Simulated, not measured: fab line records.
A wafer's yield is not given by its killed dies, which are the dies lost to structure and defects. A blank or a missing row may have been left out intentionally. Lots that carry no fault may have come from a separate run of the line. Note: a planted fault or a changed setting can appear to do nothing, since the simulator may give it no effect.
fab line records    flow gf180mcu    part 2 of 2: steps 26 to 36 of 36
record: lots: 5  wafers: 15  last_day: 33
route steps=602 shown V5@559 TOP_METAL@567 PASSIVATION@587
lots untouched by any fault: they come from a run of this same line in which no faults occurred
start_h: hours from the record's opening day to when the first of the lot's shown wafers began    wait_h: how many hours have passed since the lot's step before this one    " unchanged from the row above    L1.1+2: a row that stands for several wafers    - no value, or no start was given    * or withheld: withheld    < > ~ a bound
route shown NAME@n: NAME is a module with steps in the file, n the number in the route of the first one    usual: the fault-free wafers' mean and standard deviation    same: alike in all rows    chamber/n: place in a boat    sites: per-site readings    _std_site: their standard deviation    _edge_site: inner sites' mean taken away from outer sites' mean    radius_mm: how far each site lies from the wafer's centre    mask NAME#n: copy n    behind: the most recent tool/chamber to have shaped the wafer    hold: the reason the lot was held/the length of the hold in hours/how it ended    device: names the non-switching transistor (n, p or np)    end of line: the route-end tests of the same wafers    step lacking rows: just its recipe    killed: count of dies lost to structure and defects at first sort (not the wafer's yield)    map: shows each die of a wafer: x if killed, . if not, _ if none is there
set.NAME: the setting the step ran with; set.NAME@STEP: the setting that earlier step ran with    model.NAME: the simulator's own value behind a step, which no gauge read
certain route steps with their lots: each step a table, each wafer a row
services: from which hour (start_h, from the record's first day; less than 0 if before it) a tool's chamber was out of use, for how many hours, and why
== steps ==
step: GF_TOP_METAL_STRIP_17
recipe: chemistry: O2/N2  power_w: 1400  pressure_mtorr: 1500  platen_temp_c: 250  o2_flow_sccm: 3000  n2_flow_sccm: 300  overash_fraction: 0.5
usual: drypump_motor_current_A: 5.51/0.28  heater_power_w: 316/18  oes_product_au: 0.711/0.0043  strip_time_to_endpoint_s: 12.89/0.08
lot.wafer  tool             chamber  start_h  wait_h  drypump_motor_current_A  heater_power_w  oes_product_au  rf_hours_counter_h  strip_time_to_endpoint_s
L082.1     plasma_asher-04  1        711.10   0.1     5.22                     324             0.712           94                  12.79
L082.2     "                0        "        "       5.32                     307             0.711           94                  12.90
L082.6     "                1        "        "       5.22                     320             0.711           -                   12.79
L083.1     plasma_asher-04  0        716.66   0.1     5.32                     311             0.706           95                  12.88
L083.2     "                1        "        "       5.23                     320             0.711           95                  12.93
L083.4     "                0        "        "       5.31                     317             0.716           -                   12.89
L087.2     plasma_asher-02  1        745.10   0.1     5.28                     343             0.715           65                  12.78
L087.5     "                1        "        "       5.26                     352             0.714           -                   12.78
L087.6     "                0        "        "       5.62                     297             0.710           -                   12.83
L088.1     plasma_asher-01  0        751.24   0.3     6.02                     321             0.710           1                   12.87
L088.2     "                1        "        "       5.61                     284             0.714           1                   12.94
L088.3     "                0        "        "       6.04                     325             0.710           -                   12.91
L095.4     plasma_asher-02  0        784.83   0.1     5.61                     314             0.712           -                   13.05
L095.5     "                1        "        "       5.26                     346             0.704           -                   13.08
L095.6     "                0        "        "       5.62                     307             0.709           -                   12.85
step: GF_TOP_METAL_STRIP_18
recipe: chemistry: post_etch_residue_remover  time_s: 1200  temp_c: 72.5
usual: bath_heat_duty_pct: 14.2/1.5
lot.wafer  tool          chamber  start_h  wait_h  bath_heat_duty_pct
L082.1     wet_bench-02  2        711.20   0.1     12.6
L082.2     "             2        "        "       13.2
L082.6     "             2        "        "       12.6
L083.1     wet_bench-04  3        716.76   0.1     13.3
L083.2     "             3        "        "       13.1
L083.4     "             3        "        "       14.3
L087.2     wet_bench-01  2        745.20   0.1     15.2
L087.5     "             2        "        "       14.9
L087.6     "             2        "        "       15.0
L088.1     wet_bench-04  0        751.34   0.1     14.1
L088.2     "             0        "        "       13.1
L088.3     "             0        "        "       13.3
L095.4     wet_bench-01  2        784.90   0.0     15.4
L095.5     "             2        "        "       15.6
L095.6     "             2        "        "       17.1
step: GF_TOP_METAL_CLEAN_19
recipe: chemistry: DIW  dry: n2_spin
lot.wafer   tool          chamber  start_h  wait_h
L082.1+2+6  wet_bench-04  3        711.54   0.0
L083.1+2+4  wet_bench-02  1        717.11   0.0
L087.2+5+6  wet_bench-01  1        745.59   0.1
L088.1+2+3  wet_bench-01  1        751.71   0.0
L095.4+5+6  wet_bench-04  0        785.24   0.0
step: GF_PASSIVATION_CVD_00
recipe: material: SiO2  target_thk_nm: 1000  precursor: TEOS  temp_c: 400  time_s: 111.95  rf_w: 600
usual: heater_power_outer_w: 431/86  heater_power_w: 709/84
lot.wafer  tool      chamber  start_h  wait_h  heater_power_outer_w  heater_power_w  since_wet_clean_h
L082.1     pecvd-02  1        711.64   0.0     362                   626             329
L082.2     "         0        "        "       420                   711             329
L082.6     "         1        "        "       391                   683             -
L083.1     pecvd-03  2        717.20   0.0     367                   659             112
L083.2     "         1        "        "       647                   895             112
L083.4     "         1        "        "       505                   718             -
L087.2     pecvd-02  1        745.69   0.0     356                   631             363
L087.5     "         0        "        "       472                   767             -
L087.6     "         1        "        "       386                   686             -
L088.1     pecvd-03  0        751.80   0.0     355                   663             147
L088.2     "         1        "        "       578                   847             147
L088.3     "         2        "        "       385                   685             147
L095.4     pecvd-02  2        785.37   0.0     526                   842             -
L095.5     "         1        "        "       348                   622             -
L095.6     "         0        "        "       357                   599             -
step: GF_PASSIVATION_THK_MEAS_01
recipe: reads: SiO2_of_PASSIVATION_CVD_00
usual: PASSIVATION_CVD_00_THK: 1000/12
lot.wafer  tool           chamber  start_h  wait_h  PASSIVATION_CVD_00_THK[nm]
L082.1     film_metro-01  -        711.71   0.0     988
L082.2     "              -        "        "       998
L082.6     "              -        "        "       1014
L083.1     film_metro-03  -        717.28   0.0     980
L083.2     "              -        "        "       998
L083.4     "              -        "        "       1008
L087.2     film_metro-03  -        745.77   0.0     1006
L087.5     "              -        "        "       1009
L087.6     "              -        "        "       1012
L088.1     film_metro-04  -        751.88   0.0     995
L088.2     "              -        "        "       990
L088.3     "              -        "        "       986
L095.4     film_metro-03  -        785.44   0.0     1004
L095.5     "              -        "        "       985
L095.6     "              -        "        "       1009
step: GF_PASSIVATION_CVD_02
recipe: material: Si3N4  target_thk_nm: 700  time_s: 486.18  temp_c: 400  rf_w: 450
usual: heater_power_outer_w: 459/82  heater_power_w: 753/83
lot.wafer  tool      chamber  start_h  wait_h  heater_power_outer_w  heater_power_w  since_wet_clean_h
L082.1     pecvd-03  1        711.77   0.1     598                   839             107
L082.2     "         0        "        "       393                   683             107
L082.6     "         0        "        "       415                   724             -
L083.1     pecvd-02  1        717.34   0.1     375                   648             335
L083.2     "         0        "        "       397                   693             335
L083.4     "         0        "        "       459                   746             -
L087.2     pecvd-04  2        745.82   0.0     528                   819             571
L087.5     "         1        "        "       547                   842             -
L087.6     "         2        "        "       552                   834             -
L088.1     pecvd-02  1        751.94   0.1     407                   708             369
L088.2     "         2        "        "       540                   850             369
L088.3     "         0        "        "       493                   780             369
L095.4     pecvd-04  2        785.61   0.2     539                   804             -
L095.5     "         2        "        "       432                   673             -
L095.6     "         0        "        "       363                   688             -
step: GF_PASSIVATION_THK_MEAS_03
recipe: reads: Si3N4_of_PASSIVATION_CVD_02
usual: PASSIVATION_CVD_02_THK: 701/8.4
lot.wafer  tool           chamber  start_h  wait_h  PASSIVATION_CVD_02_THK[nm]
L082.1     film_metro-04  -        712.06   0.1     702
L082.2     "              -        "        "       694
L082.6     "              -        "        "       707
L083.1     film_metro-01  -        717.62   0.1     697
L083.2     "              -        "        "       704
L083.4     "              -        "        "       710
L087.2     film_metro-01  -        746.12   0.2     695
L087.5     "              -        "        "       710
L087.6     "              -        "        "       702
L088.1     film_metro-03  -        752.23   0.1     704
L088.2     "              -        "        "       697
L088.3     "              -        "        "       703
L095.4     film_metro-04  -        785.93   0.2     713
L095.5     "              -        "        "       714
L095.6     "              -        "        "       708
step: GF_PASSIVATION_DEHYDRATE_04
recipe: temp_c: 200  time_s: 60
usual: plate_temp_C: 199.98/0.16
lot.wafer  tool            chamber  start_h  wait_h  plate_temp_C
L082.1     litho_track-02  0        720.02   7.9     199.79
L082.2     "               0        "        "       199.82
L082.6     "               0        "        "       199.83
L083.1     litho_track-02  0        725.97   8.3     200.05
L083.2     "               0        "        "       199.90
L083.4     "               0        "        "       199.83
L087.2     litho_track-04  0        754.13   8.0     199.90
L087.5     "               0        "        "       199.66
L087.6     "               0        "        "       199.86
L088.1     litho_track-02  0        760.17   7.9     199.88
L088.2     "               0        "        "       200.00
L088.3     "               0        "        "       199.96
L095.4     litho_track-01  0        793.33   7.4     199.83
L095.5     "               0        "        "       199.66
L095.6     "               0        "        "       199.69
step: GF_PASSIVATION_HMDS_05
recipe: prime_time_s: 60  prime_temp_c: 120
lot.wafer   tool            chamber  start_h  wait_h
L082.1+2+6  litho_track-02  0        720.17   0.1
L083.1+2+4  litho_track-02  0        726.12   0.1
L087.2+5+6  litho_track-04  0        754.28   0.1
L088.1+2+3  litho_track-02  0        760.32   0.1
L095.4+5+6  litho_track-01  0        793.48   0.1
step: GF_PASSIVATION_COAT_06
recipe: spin_rpm: 2000  resist_thk_nm: 4000
usual: dispense_pressure_kPa: 51.8/0.97
lot.wafer  tool            chamber  start_h  wait_h  dispense_pressure_kPa
L082.1     litho_track-02  0        720.32   0.1     51.9
L082.2     "               0        "        "       51.9
L082.6     "               0        "        "       51.9
L083.1     litho_track-02  0        726.27   0.1     51.9
L083.2     "               0        "        "       51.9
L083.4     "               0        "        "       51.9
L087.2     litho_track-04  0        754.43   0.1     50.7
L087.5     "               0        "        "       50.7
L087.6     "               0        "        "       50.8
L088.1     litho_track-02  0        760.47   0.1     51.7
L088.2     "               0        "        "       51.7
L088.3     "               0        "        "       51.7
L095.4     litho_track-01  0        793.63   0.1     53.1
L095.5     "               0        "        "       53.1
L095.6     "               0        "        "       53.2
step: GF_PASSIVATION_SOFTBAKE_07
recipe: temp_c: 110  time_s: withheld
usual: plate_temp_C: 110.00/0.13
lot.wafer  tool            chamber  start_h  wait_h  plate_temp_C
L082.1     litho_track-02  0        720.47   0.1     110.13
L082.2     "               0        "        "       109.96
L082.6     "               0        "        "       110.07
L083.1     litho_track-02  0        726.42   0.1     110.11
L083.2     "               0        "        "       110.05
L083.4     "               0        "        "       110.07
L087.2     litho_track-04  0        754.59   0.1     110.03
L087.5     "               0        "        "       109.86
L087.6     "               0        "        "       109.92
L088.1     litho_track-02  0        760.62   0.1     110.27
L088.2     "               0        "        "       110.06
L088.3     "               0        "        "       110.14
L095.4     litho_track-01  0        793.80   0.1     109.82
L095.5     "               0        "        "       109.97
L095.6     "               0        "        "       110.05
== services ==
tool              chamber  start_h  hours  kind
pecvd-03          0        667.75   6.2    repair
litho_track-01    -        669.73   -      consumable_replace:filter
pvd_sputter-04    -        672.74   0.7    repair
cmp-01            -        673.75   2.3    repair
iline_stepper-02  -        687.73   2.7    repair
pecvd-04          -        693.28   2.8    pm
cvd_w-01          -        695.96   2.8    pm
pvd_sputter-04    -        705.16   6.5    repair
iline_stepper-02  -        707.00   5.2    repair
iline_stepper-01  -        708.97   8.1    repair
iline_stepper-01  -        717.08   2.1    pm
plasma_asher-02   -        718.37   3.0    repair
pecvd-03          -        725.14   14.6   pm
pvd_sputter-01    0        732.93   -      consumable_replace:kit
plasma_asher-01   -        733.75   9.0    pm
cmp-01            -        744.18   4.0    pm
rie_metal-04      1        748.30   2.7    repair
pecvd-04          1        750.67   20.1   repair
cmp-02            -        751.68   3.1    pm
rie_metal-02      -        758.33   15.6   pm
pecvd-02          0        764.48   4.5    repair
pecvd-04          1        777.38   16.0   repair
wet_bench-02      -        778.81   3.9    repair
wet_bench-04      -        779.48   3.2    repair
